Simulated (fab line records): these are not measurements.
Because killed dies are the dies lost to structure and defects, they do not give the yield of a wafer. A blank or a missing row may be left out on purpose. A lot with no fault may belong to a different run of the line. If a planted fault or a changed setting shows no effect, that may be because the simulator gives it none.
Matching of chambers :: flow gf180mcu :: 4 sister chambers for GF_POLY_GATE_ETCH_13 on rieSi-01
The step etches poly-Si in HBr/Cl2, stops on SiO2, target depth 198.5 nm, time 69.6 s. 4 wafers are shown with their chamber, then 9 later ones without.

== WAFERS WITH THEIR CHAMBER ==
wafer: L845.5
chamber: 1
oesProductAu (a.u.): 0.994

wafer: L846.5
chamber: 3
oesProductAu (a.u.): 0.988

wafer: L847.4
chamber: 2
oesProductAu (a.u.): 0.985

wafer: L847.5
chamber: 0
oesProductAu (a.u.): 0.999

== WAFERS WITH NO CHAMBER GIVEN ==
wafer: L849.1
oesProductAu (a.u.): 0.996

wafer: L849.3
oesProductAu (a.u.): 0.997

wafer: L849.5
oesProductAu (a.u.): 1.002

wafer: L855.2
oesProductAu (a.u.): 0.997

wafer: L855.5
oesProductAu (a.u.): 0.987

wafer: L855.6
oesProductAu (a.u.): 0.992

wafer: L859.3
oesProductAu (a.u.): 0.985

wafer: L859.4
oesProductAu (a.u.): 0.994

wafer: L859.5
oesProductAu (a.u.): 0.993

== THE CHAMBER EACH PASSED THROUGH ==
wafer: L849.1
from the rows above: can't be placed: 1 or 0
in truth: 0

wafer: L849.3
from the rows above: can't be placed: 0 or 1
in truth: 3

wafer: L849.5
from the rows above: 0
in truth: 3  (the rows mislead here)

wafer: L855.2
from the rows above: can't be placed: 0 or 1
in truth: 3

wafer: L855.5
from the rows above: can't be placed: 3 or 2
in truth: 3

wafer: L855.6
from the rows above: can't be placed: 1 or 3
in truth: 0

wafer: L859.3
from the rows above: can't be placed: 2 or 3
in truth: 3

wafer: L859.4
from the rows above: 1
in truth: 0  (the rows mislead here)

wafer: L859.5
from the rows above: 1
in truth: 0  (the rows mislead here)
Correct placement for 0 of the 9. Not placeable from these rows: 6 (in 3, the candidates include the true chamber). Number placed wrongly: 3.
How it was worked out, from the rows above alone: a wafer's distance from a chamber is the root of the sum, over the readings, of the square of ((its reading less the chamber's mean) divided by the reading's scatter). The wafer belongs to the nearest chamber; if the next one is less than 2 further off, it can't be placed. The mean given for a chamber averages the wafers shown for that chamber. The scatter: with one shown wafer a chamber, the root of the mean of the squares of how far each hidden wafer lies from its nearest shown one.
